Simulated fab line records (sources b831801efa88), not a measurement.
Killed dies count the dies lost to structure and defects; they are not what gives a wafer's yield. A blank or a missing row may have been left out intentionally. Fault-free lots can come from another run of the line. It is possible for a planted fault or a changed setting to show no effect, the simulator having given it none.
One fault seen from 2 desks / flow sky130 / every desk sees just its own numbers, and what lay behind them comes last

THE METROLOGY DESK
What the gauges read for every lot (on any tool): the sampled wafers with a number, averaged. A lot is out of limits, marked OUT, if its mean lies more than 4 standard deviations from the usual mean; the brackets give that distance.
Columns: A = LDD_HVP_TW at SKY_LDD_HVP_TW_MEAS_10, usual 462; B = RES_XHIGH_TW at SKY_RES_XHIGH_TW_MEAS_09, usual 1644; C = RES_XHIGH_RS at SKY_SD_N_RS_MEAS_18, usual 333.4 ohm/sq
lot=L177; first seen here=day 21 12:01; A=463; B=1662; C=333.6
lot=L178; first seen here=day 21 18:11; A=463; B=1665; C=333.6
lot=L179; first seen here=day 22 11:44; A=457; B=1642; C=333.9
lot=L180; first seen here=day 22 15:55; A=457; B=1655; C=331.8
lot=L182; first seen here=day 23 07:50; A=462; B=1630; C=333.1
lot=L183; first seen here=day 23 23:10; A=463; B=1626; C=335.2
lot=L184; first seen here=day 24 10:07; A=464; B=1623; C=333.4
lot=L185; first seen here=day 24 11:40; A=457; B=1642; C=332.1
lot=L187; first seen here=day 25 05:55; A=464; B=1662; C=335.3
lot=L191; first seen here=day 27 01:07; A=459; B=1542 (-6.8) OUT; C=396.3 (+48) OUT
lot=L194; first seen here=day 27 19:25; A=457; B=1600; C=364.4 (+24) OUT
lot=L195; first seen here=day 28 09:13; A=463; B=1524 (-8.0) OUT; C=396.0 (+48) OUT
lot=L198; first seen here=day 29 03:39; A=464; B=1635; C=333.1
lot=L199; first seen here=day 29 12:29; A=466; B=1658; C=333.6
lot=L200; first seen here=day 30 00:52; A=462; B=1661; C=333.8
This desk's finding: out of limits on L191, L194, L195; first on L191, day 31 22:47 (RES_XHIGH_TW at SKY_RES_XHIGH_TW_MEAS_09). In limits: L177, L178, L179, L180, L182, L183, L184, L185, L187, L198, L199, L200.

TOOL OWNER'S DESK, implanter-02
The tool's own readings at SKY_RES_XHIGH_IMPLANT_07: means of the sampled wafers that have a number, for each lot that ran on this tool. A lot is out of limits, marked OUT, if its mean lies more than 4 standard deviations from the usual mean; the brackets give that distance.
Columns: A = beam_on_s at SKY_RES_XHIGH_IMPLANT_07, usual 38.1 s; B = faraday_current_uA at SKY_RES_XHIGH_IMPLANT_07, usual 532
lot=L178; first seen here=day 26 19:23; A=39.0; B=521
lot=L179; first seen here=day 27 13:59; A=39.3; B=517
lot=L183; first seen here=day 28 22:14; A=39.5; B=514
lot=L184; first seen here=day 29 08:23; A=39.2; B=520
lot=L191; first seen here=day 31 22:32; A=31.4 (-5.2) OUT; B=646 (+6.4) OUT
lot=L194; first seen here=day 32 14:59; A=35.0; B=585
lot=L195; first seen here=day 33 02:11; A=32.1 (-4.6) OUT; B=631 (+5.5) OUT
This desk's finding: out of limits on L191, L195; first on L191, day 31 22:32 (beam_on_s at SKY_RES_XHIGH_IMPLANT_07). In limits: L178, L179, L183, L184, L194.

BROUGHT TOGETHER
At day 31 22:32, on L191, L195, the tool owner's desk was in a position to raise an alarm.
Metrology desk: alarm possible at day 31 22:47 on L191, L194, L195.
The tool owner's desk has L194 on record, within its limits.
SKY_RES_XHIGH_IMPLANT_07 was run on implanter-02 by each of the lots named.

WHAT THE SIMULATOR HAD INSERTED
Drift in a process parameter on implanter-02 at SKY_RES_XHIGH_IMPLANT_07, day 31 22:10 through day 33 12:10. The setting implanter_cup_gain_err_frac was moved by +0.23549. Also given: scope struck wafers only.
Lots struck among those shown: L191, L194, L195.
Delay (hours) between the fault's onset and each desk's first out-of-limits reading: 0 at the tool owner's desk, 1 at the metrology desk.
